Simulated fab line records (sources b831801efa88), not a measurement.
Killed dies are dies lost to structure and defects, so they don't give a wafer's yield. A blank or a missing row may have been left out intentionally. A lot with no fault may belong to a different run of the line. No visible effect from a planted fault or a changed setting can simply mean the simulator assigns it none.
Chamber matching | flow sky130 | SKY_VIA2_ETCH_15 on rieDiel-02: 4 sister chambers
The step etches SiO2 in C4F8/O2/Ar, stops on TiN, target depth 546 nm, time 84 s. 8 wafers are shown with their chamber, then 7 later ones without.

WAFERS, EACH WITH ITS CHAMBER
wafer  | chamber | oesProductAu (a.u.)
L075.1 | 0       | 0.948
L075.5 | 3       | 0.937
L075.6 | 2       | 0.948
L078.1 | 3       | 0.934
L078.2 | 2       | 0.937
L078.3 | 1       | 0.953
L078.4 | 0       | 0.949
L078.5 | 1       | 0.948

WAFERS WITH NO CHAMBER GIVEN
wafer  | oesProductAu (a.u.)
L078.6 | 0.944
L090.2 | 0.946
L090.4 | 0.935
L090.6 | 0.947
L094.1 | 0.941
L094.3 | 0.934
L094.6 | 0.946

THE CHAMBER EACH PASSED THROUGH
wafer  | from the rows above               | in truth
L078.6 | can't be placed: 2 or 0 or 1 or 3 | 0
L090.2 | can't be placed: 0 or 2 or 1 or 3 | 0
L090.4 | can't be placed: 3 or 2           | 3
L090.6 | can't be placed: 0 or 1 or 2      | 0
L094.1 | can't be placed: 2 or 3 or 0 or 1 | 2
L094.3 | can't be placed: 3 or 2           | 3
L094.6 | can't be placed: 0 or 2 or 1 or 3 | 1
Placed correctly: 0 of 7. From these rows, 7 cannot be placed; in 7 the true chamber is one of the candidates. Number placed wrongly: 0.
How it was worked out, from the rows above alone: a wafer's distance from a chamber is the root of the sum, over the readings, of the square of ((its reading less the chamber's mean) divided by the reading's scatter). If the next closest chamber is less than 2 further off than the closest, the wafer can't be placed; otherwise it belongs to the closest. A chamber's mean is the mean of its shown wafers. The scatter: the root of (the sum of the squares of (reading less its chamber's mean) over the shown wafers, divided by (wafers less chambers)).
